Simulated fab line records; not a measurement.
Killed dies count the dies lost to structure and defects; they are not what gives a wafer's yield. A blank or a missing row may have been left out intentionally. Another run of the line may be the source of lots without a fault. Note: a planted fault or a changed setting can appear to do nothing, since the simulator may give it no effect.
One fault through the eyes of 2 desks / flow gf180mcu / every desk sees just its own numbers, and what lay behind them comes last

== THE TOOL OWNER'S DESK: pvd-sputter-04 ==
The tool's own readings at GF_M4_SPUTTER_02 (material AlCu, target thk 450 nm, time 23.9 s): means of the sampled wafers that have a number, for each lot that ran on this tool. A lot is out of limits, marked OUT, if its mean lies more than 4 standard deviations from the usual mean; the brackets give that distance.
Columns: A = throttle-valve-pct at GF_M4_SPUTTER_02, usual 30.3 %
lot=L486; first seen here=day 22 04:23; A=30.6
lot=L489; first seen here=day 23 08:20; A=30.7
lot=L498; first seen here=day 26 20:53; A=30.6
lot=L500; first seen here=day 27 09:21; A=30.4
lot=L509; first seen here=day 29 21:02; A=30.5
This desk's verdict: no lot among the 5 shows anything out of limits.

== THE METROLOGY DESK ==
Means of the sampled wafers that have a number, per lot and without regard to the tool the lot ran on: this is what the gauges read. A lot is out of limits, marked OUT, if its mean lies more than 4 standard deviations from the usual mean; the brackets give that distance.
Columns: A = V3_W_THK at GF_V3_THK_MEAS_25, usual 355 nm; B = M4_ALCU_RS at GF_M4_RS_MEAS_05, usual 0.0694 ohm/sq; C = M4_ALCU_THK at GF_M4_THK_MEAS_06, usual 463 nm
lot=L486; first seen here=day 22 03:53; A=355; B=0.0697; C=458
lot=L489; first seen here=day 23 07:51; A=345; B=0.0709; C=452
lot=L490; first seen here=day 23 15:44; A=359; B=0.0696; C=467
lot=L498; first seen here=day 26 20:26; A=353; B=0.0530 (-23) OUT; C=609 (+28) OUT
lot=L500; first seen here=day 27 08:52; A=349; B=0.0584 (-15) OUT; C=558 (+18) OUT
lot=L501; first seen here=day 27 19:20; A=365; B=0.0692; C=464
lot=L502; first seen here=day 27 22:34; A=349; B=0.0690; C=464
lot=L504; first seen here=day 28 14:37; A=364; B=0.0689; C=464
lot=L505; first seen here=day 29 01:26; A=354; B=0.0696; C=459
lot=L509; first seen here=day 29 20:32; A=356; B=0.0702; C=455
This desk finds L498, L500 out of limits, with the earliest case on L498 at day 26 21:02 (M4_ALCU_RS at GF_M4_RS_MEAS_05). L486, L489, L490, L501, L502, L504, L505, L509 stayed within limits.

== TAKEN TOGETHER ==
An alarm was possible from the metrology desk at day 26 21:02, on L498, L500.
Nothing out of limits was seen by the tool owner's desk.
The tool owner's desk has L498, L500 on record, within its limits.
On pvd-sputter-04, each named lot ran GF_M4_SPUTTER_02.

== WHAT WAS PUT IN BY THE SIMULATOR ==
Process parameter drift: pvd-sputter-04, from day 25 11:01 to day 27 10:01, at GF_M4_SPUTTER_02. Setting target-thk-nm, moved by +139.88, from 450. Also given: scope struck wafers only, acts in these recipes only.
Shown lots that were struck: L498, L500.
Delay in hours, fault start to first out-of-limits reading, per desk: metrology desk 34.
